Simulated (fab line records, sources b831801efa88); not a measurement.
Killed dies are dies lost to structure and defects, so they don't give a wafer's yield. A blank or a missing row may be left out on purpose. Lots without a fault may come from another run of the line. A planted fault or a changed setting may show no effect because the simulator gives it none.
Split-lot experiment | flow sky130 | 5 lots, 23 wafers read, on a route of 708 steps

THE SPLIT
At SKY_VIA1_HDPCVD_00 (deposits SiO2, target thk 1030 nm, time 171.7 s), the setting sih4_flow_sccm was moved away from the recipe's 60 sccm on 11 of the 23 wafers read, by -10.7% to +9.5%. The other wafers ran this setting at the recipe's value.

The file shows no step between the split and the reading.

THE READING
VIA1_HDPCVD_THK, in nm, at SKY_VIA1_THK_MEAS_01. Fault-free wafers of this fab line usually give 1034 nm, standard deviation 11 nm.

wafer  | tool, chamber at the split | sih4_flow_sccm as run, sccm | against the recipe | VIA1_HDPCVD_THK, nm | against lot-mates on the recipe
L077.1 | hdpcvd-02, 2,1             | 60                          | recipe             | 1034                | -
L077.4 | hdpcvd-02, 0               | 60                          | recipe             | 1041                | -
L077.6 | hdpcvd-02, 2,1             | 60                          | recipe             | 1035                | -
L078.1 | hdpcvd-02, 2               | 60                          | recipe             | 1017                | -
L078.2 | hdpcvd-02, 0               | 60                          | recipe             | 1043                | -
L078.4 | hdpcvd-02, 2,0             | 64.87                       | +8.1%              | 1097                | +67
L078.5 | hdpcvd-02, 2,0             | 64.87                       | +8.1%              | 1122                | +92
L078.6 | hdpcvd-02, 1               | 64.87                       | +8.1%              | 1123                | +93
L081.1 | hdpcvd-01, 2               | 64.48                       | +7.5%              | 1113                | +92
L081.2 | hdpcvd-01, 1               | 64.48                       | +7.5%              | 1097                | +76
L081.3 | hdpcvd-01, 0               | 60                          | recipe             | 1032                | -
L081.4 | hdpcvd-01, 2               | 60                          | recipe             | 1011                | -
L081.5 | hdpcvd-01, 1               | 64.48                       | +7.5%              | 1110                | +88
L083.1 | hdpcvd-02, 0               | 60                          | recipe             | 1016                | -
L083.3 | hdpcvd-02, 2               | 65.7                        | +9.5%              | 1117                | +95
L083.4 | hdpcvd-02, 2,0             | 60                          | recipe             | 1023                | -
L083.5 | hdpcvd-02, 1               | 65.7                        | +9.5%              | 1132                | +110
L083.6 | hdpcvd-02, 2,0             | 60                          | recipe             | 1028                | -
L082.2 | hdpcvd-02, 1               | 53.59                       | -10.7%             | 936                 | -98
L082.3 | hdpcvd-02, 0               | 60                          | recipe             | 1036                | -
L082.4 | hdpcvd-02, 2,1             | 53.59                       | -10.7%             | 922                 | -112
L082.5 | hdpcvd-02, 0               | 60                          | recipe             | 1031                | -
L082.6 | hdpcvd-02, 2,1             | 53.59                       | -10.7%             | 931                 | -102
Where a row lists several chambers, the file gives one row for several wafers and doesn't say which wafer went through which chamber.

THE FIT
A straight line over all 23 wafers: VIA1_HDPCVD_THK changes by +9.84 nm for each +1% of sih4_flow_sccm; r = +0.99; the points scatter about the line by 9.9 nm.
The same after taking each lot's own level away (the mean of its wafers on the recipe; 23 wafers): +10.3 nm for each +1%; r = +0.99; scatter 9 nm.
On that fit, the largest move of sih4_flow_sccm shifts the reading by 1.1e+02 nm.
The lots' own levels span 1021.5 to 1036.7 nm, that is 1.4 times the standard deviation above.
So the lot-to-lot level changes the slope little: the two slopes agree.
Check: with one of the wafers moved furthest among these (-10.7%) left out of the fit, the line predicts -111 nm for it against its lot-mates. It came out at -97.5 nm against them.

OTHER SPLITS ON THESE WAFERS
These wafers also went through other splits before the reading. Each is held against what the fit with the lots' levels taken away leaves over:
other split on the same wafers             | wafers away from the commonest value | r with VIA1_HDPCVD_THK (lot level and that fit taken away)
SKY_CONTACT_DEVELOP_13 develop_time_s      | 10                                   | +0.26
SKY_CONTACT_SPUTTER_23 chamber_pressure_pa | 15                                   | -0.02
SKY_METAL1_SPUTTER_03 time_s               | 7                                    | +0.00

THE FILE'S OWN FIT
VIA1_HDPCVD_THK changes by +10.4 nm for each +1% of sih4_flow_sccm, r = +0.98.
